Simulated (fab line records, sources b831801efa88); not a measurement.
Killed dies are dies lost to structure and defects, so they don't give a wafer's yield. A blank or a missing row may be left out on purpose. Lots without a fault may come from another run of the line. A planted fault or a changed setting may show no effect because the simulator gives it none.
A struck lot beside a sound one | flow sky130 | 32 steps out of a route of 708
Sound: wafers L329.3, L329.4, L329.5. Struck: wafers L340.1, L340.2, L340.3. The cause comes at the end.
At each step with rows: each side's tool, then ch and its chambers, then its first start. Under that, the readings that differ: sound wafers | struck wafers | difference of the means | sigmas: that difference in standard deviations of wafers without a fault.
alike: readings whose means differ by less than 2 such deviations, and words and numbers that are the same on both sides. not compared: withheld readings, readings that some wafer has no value for, bounds like >300 that may hide the same value, and numbers for which the record gives no deviation and whose values overlap.
The two part at a step that has a row with sigmas, a row that says differs or no value, or rows on one side only. Numbers that don't overlap but have no deviation are shown without sigmas and don't part them. A reading that every wafer of one side lacks parts them only if that side has two wafers or more.

SKY_PWDE_OVL_MEAS_07:
  sound on overlay-02, day 4 13:14; struck on overlay-02, day 7 03:13
  alike: PWDE_OVL
then, 1 step without rows for these wafers: SKY_PWDE_IMPLANT_08.
SKY_PWDE_STRIP_09: strips in O2/N2.
  sound on plasma_asher-03 ch 0,1, day 4 13:26; struck on plasma_asher-03 ch 0,1, day 7 03:25
  alike: drypump_motor_current_A, oes_product_au, strip_time_to_endpoint_s
  not compared: rf_hours_counter_h
SKY_PWDE_TW_MEAS_10:
  sound on film_metro-01, day 4 13:32; struck on film_metro-02, day 7 03:31
  alike: PWDE_TW
then, 7 steps without rows for these wafers: SKY_NWELL_DEHYDRATE_03 (time 60 s); SKY_NWELL_HMDS_04 (prime time 60 s); SKY_NWELL_COAT_05 (resist thk 3000 nm); SKY_NWELL_SOFTBAKE_06; SKY_NWELL_EXPOSE_07 (exposes mask NWM, target cd 840 nm); SKY_NWELL_PEB_08; SKY_NWELL_DEVELOP_09 (develop time 60 s).
SKY_NWELL_OVL_MEAS_10:
  sound on overlay-02, day 5 06:50; struck on overlay-01, day 7 23:16
  alike: NWELL_00_OVL
SKY_NWELL_IMPLANT_11:
  sound on implanter-02 ch 0, day 5 06:55; struck on implanter-02 ch 0, day 7 23:19
  reading                   | sound                | struck               | difference | sigmas
  beam_energy_keV           | 399.85 400.05 400.02 | 376.80 376.96 377.07 | -23.03     | -99 or more
  model.implant.rp_nm (nm)  | 495.9 495.9 495.9    | 457.4 457.4 457.4    | -38.5      |
  model.implant.drp_nm (nm) | 116.9 116.9 116.9    | 113.2 113.2 113.2    | -3.7       |
then, 2 steps without rows for these wafers: SKY_NWELL_IMPLANT_12; SKY_NWELL_IMPLANT_13.
SKY_NWELL_STRIP_14: strips in O2/N2.
  sound on plasma_asher-01 ch 0,1, day 5 07:20; struck on plasma_asher-01 ch 0,1, day 7 23:46
  alike: drypump_motor_current_A, oes_product_au, strip_time_to_endpoint_s
  not compared: rf_hours_counter_h
SKY_NWELL_TW_MEAS_15:
  sound on film_metro-04, day 5 07:26; struck on film_metro-04, day 7 23:52
  alike: NWELL_TW
then, 7 steps without rows for these wafers: SKY_NWELL_DEHYDRATE_16 (time 60 s); SKY_NWELL_HMDS_17 (prime time 60 s); SKY_NWELL_COAT_18 (resist thk 3000 nm); SKY_NWELL_SOFTBAKE_19; SKY_NWELL_EXPOSE_20 (exposes mask NWM COMPLEMENT, target cd 840 nm); SKY_NWELL_PEB_21; SKY_NWELL_DEVELOP_22 (develop time 60 s).
SKY_NWELL_OVL_MEAS_23:
  sound on overlay-02, day 6 01:38; struck on overlay-02, day 8 21:10
  alike: NWELL_01_OVL
then, 1 step without rows for these wafers: SKY_NWELL_IMPLANT_24.
SKY_NWELL_STRIP_25: strips in O2/N2.
  sound on plasma_asher-03 ch 0,1, day 6 01:50; struck on plasma_asher-02 ch 0,1, day 8 21:22
  alike: drypump_motor_current_A, oes_product_au, strip_time_to_endpoint_s
  not compared: rf_hours_counter_h
SKY_NWELL_TW_MEAS_26:
  sound on film_metro-04, day 6 01:55; struck on film_metro-01, day 8 21:28
  alike: NWELL_2_TW
then, 1 step without rows for these wafers: SKY_NWELL_CLEAN_27 (cleans in SC1/SC2, time 150 s).
SKY_NWELL_RTA_28: time 30 s.
  sound on rtp_anneal-01 ch 0, day 6 02:02; struck on rtp_anneal-01 ch 0, day 8 21:34
  alike: anneal_temp_c_max, lamp_power_pct, wafer_temp_C_max
SKY_NWELL_RS_MEAS_29: measures by four-point-probe.
  sound on film_metro-04, day 6 02:09; struck on film_metro-01, day 8 22:08
  reading           | sound             | struck            | difference | sigmas
  NWELL_RS (ohm/sq) | 625.6 623.8 625.2 | 635.6 636.0 634.3 | +10.4      | +6
  not compared: hold
-- the record jumps here: 40 days lie between the struck wafers' starts before and after (it left off in module NWELL and takes up again in module PAD_OPEN, whose first step shown is number 708 of the route) --
SKY_PAD_OPEN_PROBE_99:
  sound on prober-01, day 46 15:29; struck on prober-02, day 49 06:06
  reading                                     | sound                         | struck                       | difference | sigmas
  model.etest.nfet_16v.r_on_ohm_um            | 1.436e+04 1.421e+04 1.419e+04 | 1.344e+04 1.34e+04 1.361e+04 | -7.700e+02 |
  model.etest.res_nwell.line_ohm_um           | 1130 1122 1109                | 1308 1324 1348               | +206       |
  model.etest.res_nwell.rs_ohm_sq             | 954.3 943.9 940.8             | 1080 1084 1111               | +145       |
  model.etest.tip_p_5v.rs_ohm_sq              | 2882 2894 2850                | 2931 2943 2923               | +57        |
  model.etest.pfet_01v8_lvt.drive_ua_um       | 170.1 171.3 170               | 169.3 168.2 168.3            | -1.9       |
  model.etest.field_p.vt_v (V)                | -42.08 -41.58 -41.76          | -44.05 -44.43 -45.38         | -2.81      |
  model.etest.pfet_g5v0d10v5.off_log10_a_um   | -12.52 -12.53 -12.68          | -12.92 -13.4 -13.32          | -0.64      |
  model.etest.iso_nwell_nwell.leak_log10_a_um | -13.48 -13.34 -13.26          | -13.85 -13.88 -13.89         | -0.51      |
  alike: killed_at_M0_to_M3, killed_at_M4_up, killed_at_contacts, killed_at_front_end, killed_at_other, killed_dies, killed_open, killed_short

WHERE THEY PART
First at SKY_NWELL_IMPLANT_11; last, within this record, at SKY_NWELL_RS_MEAS_29. Later steps at which nothing parts them and some readings are alike: SKY_PAD_OPEN_PROBE_99.

WHY: what the simulator had put in
Process parameter drift: implanter-02, from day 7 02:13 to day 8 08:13, at SKY_NWELL_IMPLANT_11. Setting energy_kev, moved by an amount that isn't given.
